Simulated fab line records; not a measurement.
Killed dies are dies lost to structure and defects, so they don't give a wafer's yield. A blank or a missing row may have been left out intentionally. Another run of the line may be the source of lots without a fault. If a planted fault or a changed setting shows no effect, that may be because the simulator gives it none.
Chamber matching :: flow sky130 :: SKY_PAD_OPEN_ETCH_07 on rie_diel-03: 4 sister chambers
The step etches the open film in CF4/O2, stops on AlCu, target depth 725 nm, time 161.1 s. 24 wafers are shown with their chamber, then 12 later ones without.

WAFERS PAIRED WITH THEIR CHAMBERS
wafer: L074.1
chamber: 0
drypump_motor_current_A (A): 6.0
oes_product_au (a.u.): 0.976
throttle_valve_pct (%): 5.960

wafer: L074.3
chamber: 3
drypump_motor_current_A (A): 5.4
oes_product_au (a.u.): 0.969
throttle_valve_pct (%): 5.948

wafer: L074.5
chamber: 2
drypump_motor_current_A (A): 6.4
oes_product_au (a.u.): 0.991
throttle_valve_pct (%): 5.970

wafer: L075.1
chamber: 3
drypump_motor_current_A (A): 5.4
oes_product_au (a.u.): 0.979
throttle_valve_pct (%): 5.961

wafer: L075.2
chamber: 2
drypump_motor_current_A (A): 6.4
oes_product_au (a.u.): 0.974
throttle_valve_pct (%): 5.975

wafer: L075.3
chamber: 0
drypump_motor_current_A (A): 6.0
oes_product_au (a.u.): 0.973
throttle_valve_pct (%): 5.970

wafer: L075.4
chamber: 1
drypump_motor_current_A (A): 5.2
oes_product_au (a.u.): 0.975
throttle_valve_pct (%): 5.958

wafer: L075.5
chamber: 3
drypump_motor_current_A (A): 5.4
oes_product_au (a.u.): 0.981
throttle_valve_pct (%): 5.963

wafer: L075.6
chamber: 2
drypump_motor_current_A (A): 6.4
oes_product_au (a.u.): 0.980
throttle_valve_pct (%): 5.979

wafer: L079.1
chamber: 1
drypump_motor_current_A (A): 5.2
oes_product_au (a.u.): 0.962
throttle_valve_pct (%): 5.967

wafer: L079.4
chamber: 2
drypump_motor_current_A (A): 6.4
oes_product_au (a.u.): 0.970
throttle_valve_pct (%): 5.955

wafer: L079.5
chamber: 1
drypump_motor_current_A (A): 5.2
oes_product_au (a.u.): 0.979
throttle_valve_pct (%): 5.966

wafer: L082.2
chamber: 0
drypump_motor_current_A (A): 6.0
oes_product_au (a.u.): 0.974
throttle_valve_pct (%): 5.972

wafer: L082.3
chamber: 2
drypump_motor_current_A (A): 6.4
oes_product_au (a.u.): 0.974
throttle_valve_pct (%): 5.959

wafer: L082.4
chamber: 2
drypump_motor_current_A (A): 6.4
oes_product_au (a.u.): 0.978
throttle_valve_pct (%): 5.957

wafer: L083.1
chamber: 0
drypump_motor_current_A (A): 6.0
oes_product_au (a.u.): 0.992
throttle_valve_pct (%): 5.979

wafer: L083.2
chamber: 1
drypump_motor_current_A (A): 5.2
oes_product_au (a.u.): 0.972
throttle_valve_pct (%): 5.973

wafer: L083.5
chamber: 2
drypump_motor_current_A (A): 6.4
oes_product_au (a.u.): 0.986
throttle_valve_pct (%): 5.975

wafer: L084.2
chamber: 2
drypump_motor_current_A (A): 6.4
oes_product_au (a.u.): 0.974
throttle_valve_pct (%): 5.981

wafer: L084.5
chamber: 3
drypump_motor_current_A (A): 5.4
oes_product_au (a.u.): 0.970
throttle_valve_pct (%): 5.972

wafer: L084.6
chamber: 0
drypump_motor_current_A (A): 6.0
oes_product_au (a.u.): 0.989
throttle_valve_pct (%): 5.956

wafer: L089.1
chamber: 1
drypump_motor_current_A (A): 5.2
oes_product_au (a.u.): 0.968
throttle_valve_pct (%): 5.974

wafer: L089.2
chamber: 0
drypump_motor_current_A (A): 6.0
oes_product_au (a.u.): 0.978
throttle_valve_pct (%): 5.957

wafer: L089.4
chamber: 2
drypump_motor_current_A (A): 6.3
oes_product_au (a.u.): 0.986
throttle_valve_pct (%): 5.964

SIGNATURES, as means of the wafers listed above
reading: drypump_motor_current_A
chamber 0: 6.000
chamber 1: 5.200
chamber 2: 6.389
chamber 3: 5.400
scatter within a chamber: 0.0211

reading: oes_product_au
chamber 0: 0.98033
chamber 1: 0.97120
chamber 2: 0.97922
chamber 3: 0.97475
scatter within a chamber: 0.00711

reading: throttle_valve_pct
chamber 0: 5.96567
chamber 1: 5.96760
chamber 2: 5.96833
chamber 3: 5.96100
scatter within a chamber: 0.00915
Rule: a wafer lies at a distance from a chamber equal to the root of the sum of squares, over the readings, of (its reading less the chamber's mean, divided by the reading's scatter). The wafer belongs to the nearest chamber; if the next one is less than 2 further off, it can't be placed. How the scatter is found: for the shown wafers, subtract from each reading the mean of its chamber, square and add these, divide the total by (wafers less chambers), then take the root.

WAFERS WHOSE CHAMBER IS MISSING
wafer: L093.1
drypump_motor_current_A (A): 5.4
oes_product_au (a.u.): 0.973
throttle_valve_pct (%): 5.958

wafer: L093.3
drypump_motor_current_A (A): 5.2
oes_product_au (a.u.): 0.971
throttle_valve_pct (%): 5.956

wafer: L093.4
drypump_motor_current_A (A): 6.0
oes_product_au (a.u.): 0.989
throttle_valve_pct (%): 5.954

wafer: L094.2
drypump_motor_current_A (A): 6.0
oes_product_au (a.u.): 0.976
throttle_valve_pct (%): 5.963

wafer: L094.3
drypump_motor_current_A (A): 5.4
oes_product_au (a.u.): 0.977
throttle_valve_pct (%): 5.978

wafer: L094.6
drypump_motor_current_A (A): 5.2
oes_product_au (a.u.): 0.985
throttle_valve_pct (%): 5.968

wafer: L095.1
drypump_motor_current_A (A): 6.4
oes_product_au (a.u.): 0.972
throttle_valve_pct (%): 5.960

wafer: L095.3
drypump_motor_current_A (A): 5.2
oes_product_au (a.u.): 0.971
throttle_valve_pct (%): 5.965

wafer: L095.5
drypump_motor_current_A (A): 5.4
oes_product_au (a.u.): 0.985
throttle_valve_pct (%): 5.960

wafer: L097.1
drypump_motor_current_A (A): 5.2
oes_product_au (a.u.): 0.974
throttle_valve_pct (%): 5.957

wafer: L097.2
drypump_motor_current_A (A): 6.0
oes_product_au (a.u.): 0.983
throttle_valve_pct (%): 5.964

wafer: L097.3
drypump_motor_current_A (A): 5.4
oes_product_au (a.u.): 0.980
throttle_valve_pct (%): 5.965

THE CHAMBER EACH PASSED THROUGH
wafer: L093.1
from the rows above: 3
in truth: 3

wafer: L093.3
from the rows above: 1
in truth: 1

wafer: L093.4
from the rows above: 0
in truth: 0

wafer: L094.2
from the rows above: 0
in truth: 0

wafer: L094.3
from the rows above: 3
in truth: 3

wafer: L094.6
from the rows above: 1
in truth: 1

wafer: L095.1
from the rows above: 2
in truth: 2

wafer: L095.3
from the rows above: 1
in truth: 1

wafer: L095.5
from the rows above: 3
in truth: 3

wafer: L097.1
from the rows above: 1
in truth: 1

wafer: L097.2
from the rows above: 0
in truth: 0

wafer: L097.3
from the rows above: 3
in truth: 3
Correct placement for 12 of the 12. Number that these rows cannot place: 0. Placed wrongly: 0.
